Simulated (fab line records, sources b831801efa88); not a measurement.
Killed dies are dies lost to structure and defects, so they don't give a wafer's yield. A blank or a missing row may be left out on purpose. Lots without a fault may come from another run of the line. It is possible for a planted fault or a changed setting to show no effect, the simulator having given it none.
fab line records	flow sky130
[record] lots = 6	wafers = 18	lastDay = 50
route steps=708 shown VIA1@473 METAL2@483 PAD_OPEN@708
lots that met no fault: from a run of the same line without faults
startH: hours from the record's opening day to when the first of the lot's shown wafers began	waitH: hours since the lot's step before	" repeats the value in the row above	L1.1+2: a row that stands for several wafers	- value missing, or start not given	* or withheld: withheld	< > ~ a bound
route shown NAME@n: NAME is a module with steps in the file, n the number in the route of the first one	usual: average and standard deviation across the fault-free wafers	same: alike in all rows	chamber/n: place in a boat	sites: each site's reading	_std_site: the standard deviation of these	_edge_site: outer sites' mean less inner sites'	radiusMm: for every site, how far away it sits from the centre of the wafer	mask NAME#n: copy n	behind: the tool/chamber that last shaped the wafer	hold: why the lot went on hold/how many hours it stayed there/how the hold came to an end	device: names the non-switching transistor (n, p or np)	end of line: the same wafers' tests at the end of the route	a step with no rows: only its recipe	killed: at the first sort, the dies lost to defects and structure; wafer yield is something else	map: a wafer's dies, x killed, . not, _ none there
set.NAME: the setting as run; set.NAME@STEP: as run at that earlier step	model.NAME: the simulator's own value behind a step, which no gauge read
lots seen at some steps along the route; tables by step, rows by wafer
services: the hour from which a tool's chamber was out of use, counted from the record's first day as startH (under 0 if before that day), plus the number of hours and why
[[steps]]
[step SKY_VIA1_ETCH_15]
[recipe] target = SiO2	chemistry = C4F8/O2/Ar	targetDepthNm = 351	stopOn = TiN	maskMaterial = KrF-thick	sourceW = 1500	biasW = 1200	pressureMtorr = 40	c4f8FlowSccm = withheld	O2_flow_sccm = 6	Ar_flow_sccm = 300	timeS = 54
[usual] oesProductAu = 0.981/0.0056
lot.wafer	tool	chamber	startH	waitH	oesProductAu	rfHoursCounterH
L867.3	rieDiel-01	1	811.26	0.0	0.981	8
L867.5	"	3	"	"	0.986	-
L867.6	"	0	"	"	0.979	-
L868.1	rieDiel-04	0	820.64	0.0	0.987	1
L868.2	"	3	"	"	0.976	19
L868.6	"	2	"	"	0.982	-
L878.2	rieDiel-02	0	883.84	0.0	0.979	4
L878.4	"	3	"	"	0.973	14
L878.6	"	2	"	"	0.980	-
L879.1	rieDiel-04	2	889.31	0.0	0.984	16
L879.2	"	3	"	"	0.979	21
L879.6	"	0	"	"	0.981	-
L881.2	rieDiel-01	1	903.16	0.0	0.984	11
L881.3	"	3	"	"	0.979	14
L881.5	"	3	"	"	0.978	-
L890.2	rieDiel-01	3	964.40	0.0	0.981	16
L890.5	"	1	"	"	0.984	-
L890.6	"	2	"	"	0.983	-
[step SKY_VIA1_STRIP_16]
[recipe] chemistry = O2/N2	powerW = 1400	pressureMtorr = 1500	platenTempC = withheld	o2FlowSccm = 3000	n2FlowSccm = 300	overashFraction = 0.5
[step SKY_VIA1_STRIP_17]
[recipe] chemistry = postEtchResidueRemover	timeS = 1200	tempC = 72.5
[step SKY_VIA1_CLEAN_18]
[recipe] chemistry = IPA	timeS = 180	tempC = 25
[step SKY_VIA1_CLEAN_19]
[recipe] chemistry = O3/DIW	dry = n2Spin
[step SKY_VIA1_SPUTTER_20]
[recipe] material = TiN	targetThkNm = 20	chamberPressurePa = 5	powerW = 4000	timeS = 80
[usual] throttleValvePct = 30.3/1.5
lot.wafer	tool	chamber	startH	waitH	throttleValvePct
L867.3	pvdSputter-01	-	811.91	0.0	27.8
L867.5	"	-	"	"	30.0
L867.6	"	-	"	"	27.8
L868.1	pvdSputter-02	-	821.31	0.0	30.4
L868.2	"	-	"	"	31.7
L868.6	"	-	"	"	29.3
L878.2	pvdSputter-02	-	884.52	0.0	31.2
L878.4	"	-	"	"	29.2
L878.6	"	-	"	"	31.2
L879.1	pvdSputter-01	-	889.98	0.0	27.8
L879.2	"	-	"	"	31.7
L879.6	"	-	"	"	30.1
L881.2	pvdSputter-01	-	903.80	0.0	30.2
L881.3	"	-	"	"	31.4
L881.5	"	-	"	"	31.1
L890.2	pvdSputter-02	-	965.04	0.0	30.4
L890.5	"	-	"	"	29.1
L890.6	"	-	"	"	31.3
[step SKY_VIA1_CVD_21]
[recipe] material = W	targetThkNm = 270	timeS = 80.902	tempC = 400	pressureTorr = 40
[step SKY_VIA1_RS_MEAS_22]
[recipe] thkMeasGauge = four-point-probe	reads = W_of_VIA1_CVD_21+TiN_of_VIA1_SPUTTER_20
[usual] VIA1_W_RS = 0.426/0.0065
lot.wafer	tool	chamber	startH	waitH	VIA1_W_RS[ohm/sq]
L867.3	filmMetro-03	-	812.10	0.1	0.428
L867.5	"	-	"	"	0.428
L867.6	"	-	"	"	0.425
L868.1	filmMetro-02	-	821.47	0.1	0.430
L868.2	"	-	"	"	0.414
L868.6	"	-	"	"	0.414
L878.2	filmMetro-03	-	884.70	0.1	0.416
L878.4	"	-	"	"	0.414
L878.6	"	-	"	"	0.425
L879.1	filmMetro-01	-	890.14	0.1	0.430
L879.2	"	-	"	"	0.430
L879.6	"	-	"	"	0.428
L881.2	filmMetro-02	-	903.98	0.1	0.413
L881.3	"	-	"	"	0.425
L881.5	"	-	"	"	0.415
L890.2	filmMetro-03	-	965.21	0.1	0.422
L890.5	"	-	"	"	0.424
L890.6	"	-	"	"	0.415
[step SKY_VIA1_THK_MEAS_23]
[recipe] thkMeasGauge = xrf	reads = W_of_VIA1_CVD_21
[usual] VIA1_W_THK = 267/4.7
lot.wafer	tool	chamber	startH	waitH	VIA1_W_THK[nm]
L867.3	filmMetro-03	-	812.20	0.1	266
L867.5	"	-	"	"	268
L867.6	"	-	"	"	271
L868.1	filmMetro-02	-	821.59	0.1	265
L868.2	"	-	"	"	274
L868.6	"	-	"	"	274
L878.2	filmMetro-03	-	884.81	0.1	277
L878.4	"	-	"	"	276
L878.6	"	-	"	"	270
L879.1	filmMetro-01	-	890.26	0.1	263
L879.2	"	-	"	"	261
L879.6	"	-	"	"	264
L881.2	filmMetro-02	-	904.09	0.1	275
L881.3	"	-	"	"	268
L881.5	"	-	"	"	274
L890.2	filmMetro-03	-	965.32	0.1	273
L890.5	"	-	"	"	271
L890.6	"	-	"	"	277
[step SKY_VIA1_CMP_24]
[recipe] stopOn = SiO2	tOverpolishS = 15	downForcePsi = 3.5	platenRpm = 60	targetThkNm = 0	padVelocityMS = 0.94248
[step SKY_METAL2_SPUTTER_00]
[recipe] material = Ti	targetThkNm = 15	powerW = 3000	timeS = 10	chamberPressurePa = 0.4
[step SKY_METAL2_SPUTTER_01]
[recipe] material = TiN	targetThkNm = 20	powerW = 6500	timeS = 16.7	chamberPressurePa = 0.4
[step SKY_METAL2_SPUTTER_02]
[recipe] material = AlCu	targetThkNm = 250	powerW = 10600	timeS = 13.3	chamberPressurePa = 0.4
[usual] throttleValvePct = 30.2/1.5
lot.wafer	tool	chamber	startH	waitH	throttleValvePct	model.AlCu_of_METAL2_SPUTTER_02.thkNm
L867.3	pvdSputter-04	-	812.59	0.0	29.9	253.2
L867.5	"	-	"	"	28.3	250.9
L867.6	"	-	"	"	29.6	254.3
L868.1	pvdSputter-03	-	821.99	0.0	31.3	251.8
L868.2	"	-	"	"	29.3	247.8
L868.6	"	-	"	"	29.7	250.8
L878.2	pvdSputter-04	-	885.20	0.0	28.3	191.9
L878.4	"	-	"	"	29.5	253.7
L878.6	"	-	"	"	30.0	254.2
L879.1	pvdSputter-01	-	890.66	0.0	31.2	248.2
L879.2	"	-	"	"	27.8	247.4
L879.6	"	-	"	"	27.7	247.6
L881.2	pvdSputter-04	-	904.49	0.0	28.3	189.4
L881.3	"	-	"	"	31.7	191.5
L881.5	"	-	"	"	28.4	248.3
L890.2	pvdSputter-01	-	965.72	0.0	27.7	247.7
L890.5	"	-	"	"	27.7	248.8
L890.6	"	-	"	"	31.2	248.6
[step SKY_METAL2_SPUTTER_03]
[recipe] material = Ti	targetThkNm = 5	powerW = 3000	timeS = 3.3	chamberPressurePa = 0.4
[usual] throttleValvePct = 30.2/1.5
lot.wafer	tool	chamber	startH	waitH	throttleValvePct
L867.3	pvdSputter-04	-	812.61	0.0	30.0
L867.5	"	-	"	"	28.4
L867.6	"	-	"	"	29.8
L868.1	pvdSputter-03	-	822.02	0.0	31.2
L868.2	"	-	"	"	29.1
L868.6	"	-	"	"	29.9
L878.2	pvdSputter-04	-	885.23	0.0	28.7
L878.4	"	-	"	"	29.8
L878.6	"	-	"	"	29.6
L879.1	pvdSputter-01	-	890.69	0.0	31.3
L879.2	"	-	"	"	27.8
L879.6	"	-	"	"	27.7
L881.2	pvdSputter-04	-	904.51	0.0	28.3
L881.3	"	-	"	"	31.8
L881.5	"	-	"	"	28.4
L890.2	pvdSputter-01	-	965.74	0.0	27.8
L890.5	"	-	"	"	27.5
L890.6	"	-	"	"	30.9
[step SKY_METAL2_SPUTTER_04]
[recipe] material = TiN	targetThkNm = 70	powerW = 6500	timeS = 58.3	chamberPressurePa = 0.4
[step SKY_METAL2_RS_MEAS_05]
[recipe] thkMeasGauge = four-point-probe	reads = TiN_of_METAL2_SPUTTER_04+Ti_of_METAL2_SPUTTER_03+AlCu_of_METAL2_SPUTTER_02+TiN_of_METAL2_SPUTTER_01+Ti_of_METAL2_SPUTTER_00
[usual] METAL2_ALCU_RS = 0.1267/0.0014
lot.wafer	tool	chamber	startH	waitH	METAL2_ALCU_RS[ohm/sq]
L867.3	filmMetro-04	-	812.72	0.1	0.1249
L867.5	"	-	"	"	0.1264
L867.6	"	-	"	"	0.1242
L868.1	filmMetro-01	-	822.09	0.0	0.1257
L868.2	"	-	"	"	0.1279
L868.6	"	-	"	"	0.1266
L878.2	filmMetro-04	-	885.32	0.0	0.1671
L878.4	"	-	"	"	0.1248
L878.6	"	-	"	"	0.1244
L879.1	filmMetro-02	-	890.76	0.0	0.1276
L879.2	"	-	"	"	0.1282
L879.6	"	-	"	"	0.1282
L881.2	filmMetro-02	-	904.60	0.0	0.1694
L881.3	"	-	"	"	0.1675
L881.5	"	-	"	"	0.1277
L890.2	filmMetro-04	-	965.83	0.0	0.1282
L890.5	"	-	"	"	0.1274
L890.6	"	-	"	"	0.1274
[step SKY_METAL2_THK_MEAS_06]
[recipe] thkMeasGauge = xrf	reads = AlCu_of_METAL2_SPUTTER_02
[usual] METAL2_ALCU_THK = 253.5/2.7
lot.wafer	tool	chamber	startH	waitH	METAL2_ALCU_THK[nm]
L867.3	filmMetro-04	-	812.82	0.1	256.6
L867.5	"	-	"	"	255.5
L867.6	"	-	"	"	257.5
L868.1	filmMetro-01	-	822.21	0.1	255.7
L868.2	"	-	"	"	253.4
L868.6	"	-	"	"	254.9
L878.2	filmMetro-04	-	885.43	0.1	193.8
L878.4	"	-	"	"	255.4
L878.6	"	-	"	"	257.3
L879.1	filmMetro-02	-	890.88	0.1	250.8
L879.2	"	-	"	"	251.1
L879.6	"	-	"	"	251.5
L881.2	filmMetro-02	-	904.71	0.1	192.5
L881.3	"	-	"	"	194.5
L881.5	"	-	"	"	253.2
L890.2	filmMetro-04	-	965.94	0.1	252.0
L890.5	"	-	"	"	252.8
L890.6	"	-	"	"	250.2
[step SKY_METAL2_DEHYDRATE_07]
[recipe] tempC = 200	timeS = 60
[step SKY_METAL2_HMDS_08]
[recipe] primeTimeS = 60	primeTempC = 120
[step SKY_METAL2_COAT_09]
[recipe] resist = BARC	tempC = withheld	timeS = withheld	spinRpm = 3000	resistThkNm = 60
[step SKY_METAL2_COAT_10]
[recipe] resist = KrF-thick	spinRpm = 3000	resistThkNm = 450
[step SKY_METAL2_SOFTBAKE_11]
[recipe] tempC = 100	timeS = 90	resist = KrF-thick
[step SKY_METAL2_EXPOSE_12]
[recipe] maskId = MM2	na = 0.8	sourceShape = annular	sigmaInner = 0.55	sigmaOuter = 0.85	targetCdNm = 140	doseMj = 28
[step SKY_METAL2_PEB_13]
[recipe] pebTempC = withheld	pebTimeS = withheld	resist = KrF-thick
[step SKY_METAL2_DEVELOP_14]
[recipe] developTimeS = 60	resist = KrF-thick	devTempC = 21
[step SKY_METAL2_CD_MEAS_15]
[recipe] targetCdNm = 140
[usual] cdNm = 139.3/1.6
lot.wafer	tool	chamber	startH	waitH	cdNm
L867.3	cdSem-01	-	839.29	-	140.0
L867.5	"	-	"	"	139.9
L867.6	"	-	"	"	141.3
L868.1	cdSem-01	-	848.53	-	141.7
L868.2	"	-	"	"	141.1
L868.6	"	-	"	"	140.5
L878.2	cdSem-01	-	909.87	-	140.5
L878.4	"	-	"	"	140.2
L878.6	"	-	"	"	138.5
L879.1	cdSem-02	-	916.35	-	140.3
L879.2	"	-	"	"	139.3
L879.6	"	-	"	"	141.4
L881.2	cdSem-02	-	929.85	-	141.6
L881.3	"	-	"	"	142.1
L881.5	"	-	"	"	141.9
L890.2	cdSem-02	-	988.87	-	136.6
L890.5	"	-	"	"	136.4
L890.6	"	-	"	"	137.3
[step SKY_METAL2_OVL_MEAS_16]
[usual] METAL2_OVL = 4/5.5
lot.wafer	tool	chamber	startH	waitH	METAL2_OVL[nm]
L867.3	overlay-01	-	839.38	0.1	8
L867.5	"	-	"	"	7
L867.6	"	-	"	"	1
L868.1	overlay-02	-	848.65	0.1	2
L868.2	"	-	"	"	5
L868.6	"	-	"	"	7
L878.2	overlay-01	-	909.98	0.1	0
L878.4	"	-	"	"	-1
L878.6	"	-	"	"	5
L879.1	overlay-02	-	916.47	0.1	0
L879.2	"	-	"	"	2
L879.6	"	-	"	"	9
L881.2	overlay-02	-	929.96	0.1	10
L881.3	"	-	"	"	3
L881.5	"	-	"	"	6
L890.2	overlay-01	-	988.98	0.1	-8
L890.5	"	-	"	"	4
L890.6	"	-	"	"	3
[step SKY_METAL2_DESCUM_17]
[recipe] chemistry = O2	sourcePowerW = 150	biasPowerW = 0	pressureMtorr = 10	tempC = 40	timeS = 8
[usual] drypumpMotorCurrentA = 5.8/0.39	oesProductAu = 0.997/0.0069
lot.wafer	tool	chamber	startH	waitH	drypumpMotorCurrentA	oesProductAu	rfHoursCounterH
L867.3	rieMetal-01	0	839.42	0.0	5.9	0.995	-
L867.5	"	0	"	"	6.0	1.003	-
L867.6	"	1	"	"	6.1	0.988	-
L868.1	rieMetal-03	1	848.69	0.0	6.2	1.004	1
L868.2	"	0	"	"	5.4	0.997	4
L868.6	"	1	"	"	6.2	1.007	-
L878.2	rieMetal-01	0	910.01	0.0	5.9	0.993	8
L878.4	"	0	"	"	5.9	0.990	-
L878.6	"	1	"	"	6.1	0.994	-
L879.1	rieMetal-03	0	916.51	0.0	5.4	0.994	7
L879.2	"	1	"	"	6.2	0.993	4
L879.6	"	1	"	"	6.2	0.991	-
L881.2	rieMetal-01	0	929.99	0.0	5.9	0.998	9
L881.3	"	0	"	"	5.9	0.994	-
L881.5	"	0	"	"	5.9	0.994	-
L890.2	rieMetal-01	1	989.01	0.0	6.1	0.991	17
L890.5	"	1	"	"	6.1	0.996	-
L890.6	"	0	"	"	5.9	0.993	-
[step SKY_METAL2_ETCH_18]
[recipe] chemistry = N2/H2	target = BARC	ionEnergyEv = 200	biasW = 100	pressureMtorr = 30	n2FlowSccm = 100	h2FlowSccm = 200	icpW = 500	stopOn = SiO2	timeS = 45.9	targetDepthA = 600
[usual] drypumpMotorCurrentA = 5.8/0.39	oesProductAu = 0.856/0.0049	throttleValvePct = 13.226/0.0091
lot.wafer	tool	chamber	startH	waitH	drypumpMotorCurrentA	oesProductAu	rfHoursCounterH	throttleValvePct
L867.3	rieMetal-01	0	839.46	0.0	6.0	0.854	-	13.222
L867.5	"	0	"	"	5.9	0.858	-	13.223
L867.6	"	1	"	"	6.1	0.859	-	13.223
L868.1	rieMetal-03	1	848.72	0.0	6.2	0.844	1	13.218
L868.2	"	0	"	"	5.4	0.847	4	13.224
L868.6	"	1	"	"	6.2	0.853	-	13.224
L878.2	rieMetal-01	0	910.04	0.0	5.9	0.862	8	13.242
L878.4	"	0	"	"	5.9	0.850	-	13.236
L878.6	"	1	"	"	6.1	0.848	-	13.216
L879.1	rieMetal-03	0	916.54	0.0	5.4	0.853	7	13.229
L879.2	"	1	"	"	6.2	0.850	4	13.209
L879.6	"	1	"	"	6.2	0.861	-	13.229
L881.2	rieMetal-01	0	930.02	0.0	5.9	0.850	9	13.224
L881.3	"	0	"	"	5.9	0.852	-	13.222
L881.5	"	0	"	"	5.9	0.854	-	13.237
L890.2	rieMetal-01	1	989.04	0.0	6.2	0.856	17	13.227
L890.5	"	1	"	"	6.1	0.841	-	13.223
L890.6	"	0	"	"	5.9	0.847	-	13.229
[step SKY_METAL2_METAL_ETCH_19]
[recipe] targetDepthA = 3600	stopOn = SiO2	overEtchFrac = 0.3	timeS = 78	chemistry = Cl2/BCl3	resistSidewallDeg = 88	pressureMtorr = 10	icpW = 900	biasW = 48.5	Cl2_flow_sccm = 60	bcl3FlowSccm = 30
[usual] drypumpMotorCurrentA = 5.8/0.39	oesProductAu = 0.854/0.0061	throttleValvePct = 22.264/0.0086
lot.wafer	tool	chamber	startH	waitH	drypumpMotorCurrentA	oesProductAu	rfHoursCounterH	throttleValvePct
L867.3	rieMetal-01	0	839.53	0.1	5.9	0.856	-	22.255
L867.5	"	0	"	"	5.9	0.860	-	22.263
L867.6	"	1	"	"	6.1	0.867	-	22.270
L868.1	rieMetal-03	1	848.78	0.0	6.2	0.864	1	22.248
L868.2	"	0	"	"	5.4	0.858	4	22.259
L868.6	"	1	"	"	6.2	0.851	-	22.260
L878.2	rieMetal-01	0	910.10	0.0	5.9	0.804	8	22.266
L878.4	"	0	"	"	5.9	0.864	-	22.276
L878.6	"	1	"	"	6.1	0.862	-	22.272
L879.1	rieMetal-03	0	916.60	0.0	5.4	0.848	7	22.268
L879.2	"	1	"	"	6.2	0.847	4	22.251
L879.6	"	1	"	"	6.2	0.857	-	22.266
L881.2	rieMetal-01	0	930.08	0.0	5.9	0.800	9	22.262
L881.3	"	0	"	"	5.9	0.797	-	22.255
L881.5	"	0	"	"	5.9	0.848	-	22.262
L890.2	rieMetal-01	1	989.10	0.0	6.1	0.856	17	22.250
L890.5	"	1	"	"	6.1	0.852	-	22.282
L890.6	"	0	"	"	5.9	0.851	-	22.261
[step SKY_METAL2_STRIP_20]
[recipe] chemistry = O2/N2	powerW = 1400	pressureMtorr = 1500	platenTempC = withheld	o2FlowSccm = 3000	n2FlowSccm = 300	overashFraction = 0.5
[step SKY_PAD_OPEN_PROBE_99]
[usual] defectLimitedYield = 82.5/2	killed_at_M0_to_M3 = 43/7.1	killed_at_M4_up = 3.3/2	killedAtContacts = 24/5.1	killedAtFrontEnd = 15/4.6	killedAtOther = 0.3/0.6	killedDies = 86/9.6	killedOpen = 46/7.3	killedShort = 39/6.7	sort_bin_3_pad_short = 0.9/0.44	sort_bin_5_function = 10.4/1.5	sort_bin_6_memory = 6.2/1.1	sortNPass = 406/9.6	sortYieldPct = 82.5/2
[same] grossDies = 492	killedAtBackSide = 0	sort_bin_4_leakage[%] = 0	sort_bin_8_speed[%] = 0
lot.wafer	tool	chamber	startH	waitH	defectLimitedYield[%]	killed_at_M0_to_M3	killed_at_M4_up	killedAtContacts	killedAtFrontEnd	killedAtOther	killedDies	killedOpen	killedShort	sort_bin_3_pad_short[%]	sort_bin_5_function[%]	sort_bin_6_memory[%]	sortNPass	sortYieldPct[%]	model.etest.met2.lineOhmUm	model.etest.met2.rsOhmSq
L867.3	prober-01	-	1094.28	0.2	80.9	41	1	31	20	1	94	58	35	1.4	10.8	6.9	398	80.9	0.924	0.1276
L867.5	prober-01	-	1094.38	0.2	83.1	49	3	24	7	0	83	41	42	0.6	10.6	5.7	409	83.1	0.9197	0.1266
L867.6	prober-01	-	1094.43	0.2	81.7	41	4	28	17	0	90	53	37	0.4	11.2	6.7	402	81.7	0.8813	0.1264
L868.1	prober-01	-	1099.14	0.1	81.9	45	3	20	20	1	89	32	56	1.6	10.0	6.5	403	81.9	0.871	0.127
L868.2	prober-01	-	1099.19	0.1	85.8	34	3	19	13	1	70	35	35	0.8	9.6	3.9	422	85.8	0.9196	0.1284
L868.6	prober-01	-	1099.39	0.2	85.2	39	2	17	14	1	73	49	23	0.2	9.1	5.5	419	85.2	0.913	0.1275
L878.2	prober-02	-	1146.15	0.1	80.5	44	5	29	18	0	96	46	48	1.4	12.6	5.5	396	80.5	1.209	0.1707
L878.4	prober-02	-	1146.25	0.2	83.5	34	1	26	20	0	81	39	42	0.8	9.1	6.5	411	83.5	0.8875	0.1268
L878.6	prober-02	-	1146.35	0.2	80.5	50	0	27	18	1	96	49	44	0.6	11.2	7.7	396	80.5	0.9327	0.127
L879.1	prober-01	-	1153.71	0.1	79.7	55	1	23	21	0	100	65	35	0.8	11.8	7.7	392	79.7	0.9035	0.1291
L879.2	prober-01	-	1153.76	0.1	80.5	40	3	37	16	0	96	54	42	1.6	11.8	6.1	396	80.5	0.9485	0.1307
L879.6	prober-01	-	1153.96	0.2	81.9	41	6	31	10	1	89	51	38	0.4	9.6	8.1	403	81.9	0.9304	0.1284
L881.2	prober-01	-	1162.19	0.1	84.1	31	2	23	21	1	78	38	39	0.4	9.6	5.9	414	84.1	1.205	0.1735
L881.3	prober-01	-	1162.24	0.2	84.8	38	2	24	9	2	75	46	27	0.6	7.3	7.3	417	84.8	1.172	0.17
L881.5	prober-01	-	1162.34	0.2	82.5	38	7	22	19	0	86	51	35	0.8	10.0	6.7	406	82.5	0.9206	0.1277
L890.2	prober-02	-	1202.70	0.1	81.5	47	3	24	16	1	91	49	41	1.4	10.2	6.9	401	81.5	0.9625	0.1302
L890.5	prober-02	-	1202.85	0.2	82.9	48	7	18	11	0	84	49	35	0.8	9.1	7.1	408	82.9	0.927	0.1286
L890.6	prober-02	-	1202.90	0.2	82.3	42	5	25	15	0	87	45	42	1.4	9.8	6.5	405	82.3	0.9156	0.1285
// killed by level:class
L867.3 CONTACT:geometricParticle:open=15 VIA1:geometricParticle:open=13 LI_CONTACT:geometricParticle:open=7 FIELD_ISO:geometricParticle:open=6 POLY_GATE:geometricParticle:open=5 VIA2:geometricParticle:short=5 POLY_GATE:geometricParticle:short=4 LOCAL_INTERCONNECT:geometricParticle:short=4
L867.5 VIA1:geometricParticle:open=9 VIA2:geometricParticle:open=8 LI_CONTACT:geometricParticle:open=7 LOCAL_INTERCONNECT:geometricParticle:short=6 VIA3:geometricParticle:open=6 VIA2:geometricParticle:short=6 CONTACT:geometricParticle:open=5 CONTACT:geometricParticle:short=5
L867.6 VIA2:geometricParticle:open=12 LI_CONTACT:geometricParticle:open=10 CONTACT:geometricParticle:open=7 POLY_GATE:geometricParticle:open=6 METAL1:geometricParticle:short=6 CONTACT:geometricParticle:short=5 METAL2:geometricParticle:short=5 POLY_GATE:geometricParticle:short=4
L868.1 METAL2:geometricParticle:short=10 POLY_GATE:geometricParticle:short=8 VIA1:geometricParticle:open=7 VIA1:geometricParticle:short=6 VIA2:geometricParticle:short=6 VIA2:geometricParticle:open=6 FIELD_ISO:geometricParticle:short=5 LOCAL_INTERCONNECT:geometricParticle:short=5
L868.2 CONTACT:geometricParticle:open=9 POLY_GATE:geometricParticle:short=6 METAL1:geometricParticle:short=6 VIA2:geometricParticle:open=6 METAL2:geometricParticle:short=5 VIA1:geometricParticle:open=5 LI_CONTACT:geometricParticle:open=4 CONTACT:geometricParticle:short=4
L868.6 VIA1:geometricParticle:open=15 VIA2:geometricParticle:open=9 LI_CONTACT:geometricParticle:open=6 CONTACT:geometricParticle:open=6 METAL1:geometricParticle:short=5 LOCAL_INTERCONNECT:geometricParticle:short=4 VIA3:geometricParticle:open=4 FIELD_ISO:geometricParticle:short=3
L878.2 VIA3:geometricParticle:open=10 CONTACT:geometricParticle:open=9 METAL1:geometricParticle:short=8 LI_CONTACT:geometricParticle:open=7 VIA1:geometricParticle:open=6 VIA3:geometricParticle:short=6 LI_CONTACT:geometricParticle:short=5 FIELD_ISO:geometricParticle:open=4
L878.4 LI_CONTACT:geometricParticle:open=7 CONTACT:geometricParticle:open=7 FIELD_ISO:geometricParticle:short=6 METAL2:geometricParticle:short=6 CONTACT:geometricParticle:short=6 VIA2:geometricParticle:open=6 FIELD_ISO:geometricParticle:open=5 POLY_GATE:geometricParticle:short=5
L878.6 METAL1:geometricParticle:short=10 CONTACT:geometricParticle:open=10 VIA2:geometricParticle:open=8 POLY_GATE:geometricParticle:open=6 CONTACT:geometricParticle:short=6 VIA1:geometricParticle:open=6 VIA3:geometricParticle:open=6 LI_CONTACT:geometricParticle:open=5
L879.1 VIA1:geometricParticle:open=11 VIA2:geometricParticle:open=10 LI_CONTACT:geometricParticle:open=9 VIA3:geometricParticle:open=8 METAL1:geometricParticle:short=8 LOCAL_INTERCONNECT:geometricParticle:short=5 CONTACT:geometricParticle:open=5 FIELD_ISO:geometricParticle:short=4
L879.2 LI_CONTACT:geometricParticle:open=11 CONTACT:geometricParticle:open=11 LOCAL_INTERCONNECT:geometricParticle:short=8 VIA1:geometricParticle:open=7 VIA3:geometricParticle:open=7 METAL1:geometricParticle:short=5 VIA1:geometricParticle:short=5 FIELD_ISO:geometricParticle:short=4
L879.6 VIA1:geometricParticle:open=11 LI_CONTACT:geometricParticle:open=10 CONTACT:geometricParticle:open=9 VIA2:geometricParticle:open=8 LI_CONTACT:geometricParticle:short=4 LOCAL_INTERCONNECT:geometricParticle:short=4 CONTACT:geometricParticle:short=4 METAL1:geometricParticle:short=4
L881.2 POLY_GATE:geometricParticle:short=8 CONTACT:geometricParticle:open=7 VIA3:geometricParticle:open=7 LI_CONTACT:geometricParticle:open=6 CONTACT:geometricParticle:short=6 FIELD_ISO:geometricParticle:short=5 VIA1:geometricParticle:open=5 METAL2:geometricParticle:short=4
L881.3 VIA1:geometricParticle:open=10 VIA3:geometricParticle:open=9 CONTACT:geometricParticle:open=7 LI_CONTACT:geometricParticle:open=6 CONTACT:geometricParticle:short=5 LOCAL_INTERCONNECT:geometricParticle:short=4 METAL2:geometricParticle:short=4 VIA2:geometricParticle:open=4
L881.5 VIA1:geometricParticle:open=10 CONTACT:geometricParticle:open=10 POLY_GATE:geometricParticle:short=8 VIA2:geometricParticle:open=7 LI_CONTACT:geometricParticle:open=6 METAL4:geometricParticle:short=5 VIA3:geometricParticle:open=5 LOCAL_INTERCONNECT:geometricParticle:short=4
L890.2 VIA3:geometricParticle:open=12 CONTACT:geometricParticle:open=8 VIA1:geometricParticle:open=7 POLY_GATE:geometricParticle:short=6 METAL1:geometricParticle:short=6 VIA3:geometricParticle:short=6 CONTACT:geometricParticle:short=5 LOCAL_INTERCONNECT:geometricParticle:open=4
L890.5 VIA1:geometricParticle:open=14 VIA3:geometricParticle:open=12 VIA3:geometricParticle:short=7 CONTACT:geometricParticle:open=6 FIELD_ISO:geometricParticle:short=5 VIA2:geometricParticle:open=5 METAL4:geometricParticle:short=5 LI_CONTACT:geometricParticle:open=4
L890.6 LI_CONTACT:geometricParticle:open=11 METAL1:geometricParticle:short=8 VIA1:geometricParticle:open=7 CONTACT:geometricParticle:open=6 METAL2:geometricParticle:short=6 VIA2:geometricParticle:open=5 CONTACT:geometricParticle:short=5 VIA3:geometricParticle:open=5
[[services]]
tool	chamber	startH	hours	kind
rieMetal-03	-	793.13	0.2	repair
rieDiel-02	2	797.75	6.3	repair
rieDiel-02	3	853.96	3.7	repair
rieMetal-03	0	856.76	10.4	repair
rieDiel-02	-	877.33	1.0	repair
pvdSputter-01	-	882.35	0.6	repair
pvdSputter-03	-	882.81	15.7	repair
pvdSputter-03	-	884.85	2.9	repair
rieDiel-02	2	895.90	59.0	repair
rieMetal-03	1	897.38	2.3	repair
rieDiel-04	3	926.03	2.5	repair
pvdSputter-01	-	932.95	8.8	repair
rieDiel-02	1	937.71	7.3	repair
rieDiel-04	1	942.69	9.0	repair
rieDiel-04	0	943.96	3.2	repair
rieDiel-04	0	947.57	4.6	repair
rieDiel-01	-	955.43	2.8	pm
pvdSputter-01	-	957.74	1.2	repair
pvdSputter-03	-	958.76	12.5	repair
rieDiel-02	-	963.34	2.8	pm
rieDiel-04	-	963.83	0.5	repair
rieDiel-04	1	971.85	3.9	repair
rieDiel-04	2	973.46	4.2	repair
pvdSputter-01	-	988.33	20.5	repair
[[key]]
[firstSign] step = SKY_METAL2_RS_MEAS_05	reading = METAL2_ALCU_RS	direction = up	sigmas = 30	usual = 0.1267	struck = 0.1680
[effect] step = SKY_METAL2_THK_MEAS_06	reading = METAL2_ALCU_THK	direction = down	sigmas = 22	usual = 253.5	struck = 193.6
[effect] step = SKY_METAL2_METAL_ETCH_19	reading = oesProductAu	direction = down	sigmas = 8.9	usual = 0.854	struck = 0.800
[modelEffect] step = SKY_METAL2_SPUTTER_02	value = AlCu_of_METAL2_SPUTTER_02.thkNm	without = 251	struck = 190.9
[modelEffect] step = SKY_PAD_OPEN_PROBE_99	value = etest.met2.lineOhmUm	without = 0.8993	struck = 1.195
metAt SKY_METAL2_SPUTTER_02
struckWafers L878.2,L881.2,L881.3
onsetBetween 812.59 885.20
[fault] kind = processParameterDrift	tool = pvdSputter-04	chamber = -	onsetH = 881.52	steps = SKY_METAL2_SPUTTER_02	channel = targetThkNm	offset = -60.117	shape = step	endH = 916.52	scope = struckWafersOnly	actsIn = theseRecipesOnly	stated = 250
